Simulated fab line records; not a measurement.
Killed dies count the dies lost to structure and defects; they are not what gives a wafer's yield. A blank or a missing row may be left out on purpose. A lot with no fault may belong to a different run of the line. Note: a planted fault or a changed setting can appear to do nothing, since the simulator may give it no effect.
The tool behind it: which one?	flow sky130	Sampling: 11 lots, 33 wafers, 2 of 708 route steps

WHAT EACH GAUGE READ, for each wafer
SKY_LDD_LDN_TW_MEAS_13.
lot	measured	on	LDD_LDN_TW
L999	day 23 15:37	film metro-04	1479 1482 1476
L102	day 24 09:31	film metro-01	1487 1486 1489
L103	day 24 23:56	film metro-04	1488 1487 1477
L105	day 25 16:04	film metro-04	1486 1489 1495
L106	day 25 19:10	film metro-02	1470 1468 1472
L104	day 25 19:31	film metro-04	1494 1494 1493
L107	day 25 23:16	film metro-04	1495 1497 1493
L108	day 26 04:26	film metro-01	1496 1498 1504
L110	day 27 18:03	film metro-04	1485 1478 1487
L115	day 28 15:27	film metro-01	1498 1495 1494
L120	day 30 05:10	film metro-02	1481 1481 1484

SKY_SD_N_RS_MEAS_17: measures by four-point-probe.
lot	measured	on	SD_P_RS (ohm/sq)
L999	day 28 16:13	film metro-02	147.0 146.9 147.1
L102	day 29 10:13	film metro-03	147.0 147.4 147.8
L103	day 29 21:39	film metro-01	147.5 147.6 147.6
L105	day 30 14:23	film metro-03	147.6 147.3 147.4
L106	day 30 20:19	film metro-01	147.7 147.2 147.5
L104	day 30 18:17	film metro-02	147.1 147.7 147.3
L107	day 30 20:29	film metro-03	147.2 147.4 147.5
L108	day 31 01:29	film metro-01	146.9 147.5 146.9
L110	day 32 12:23	film metro-02	147.1 147.2 147.8
L115	day 33 09:23	film metro-01	147.2 146.9 146.8
L120	day 34 20:31	film metro-01	147.2 146.7 147.4

WHICH TOOL RAN EACH LOT (tool, then ch and the chambers of the sampled wafers, then the start)
Record: no process step prior to these readings.

AS READ BY THE TOOLS THEMSELVES (means over the sampled wafers that have a number; for cases with no such wafer, the mark the record gives instead)
The record holds no such reading with a usual standard deviation.

THE ANSWER, worked out from the rows above alone
Rule: the lots themselves supply what counts as usual. The widest of any qualifying gaps counts: lots, ordered by their means at a reading, are off when they make up no more than a third of the lots, leave a main group of 4 or more, and stand apart from it by 3 or more times the standard deviation of that group's means. Not used: any main group whose means are identical at the precision the tables above print for the reading. A lot without any number at a reading at which 4 lots or more have one is off too. Where the step has rows for the other lots, those lots are counted as sound. Order of review: gauges by route order, followed by the tools' own readings, for which a lot's mean as printed above is used. The first step at which some lot is off is used, and at that step the reading that is off furthest; a lot without a number counts as furthest.
No lot is off at any reading shown: from this, nothing can be told.

WHAT THE SIMULATOR PUT IN
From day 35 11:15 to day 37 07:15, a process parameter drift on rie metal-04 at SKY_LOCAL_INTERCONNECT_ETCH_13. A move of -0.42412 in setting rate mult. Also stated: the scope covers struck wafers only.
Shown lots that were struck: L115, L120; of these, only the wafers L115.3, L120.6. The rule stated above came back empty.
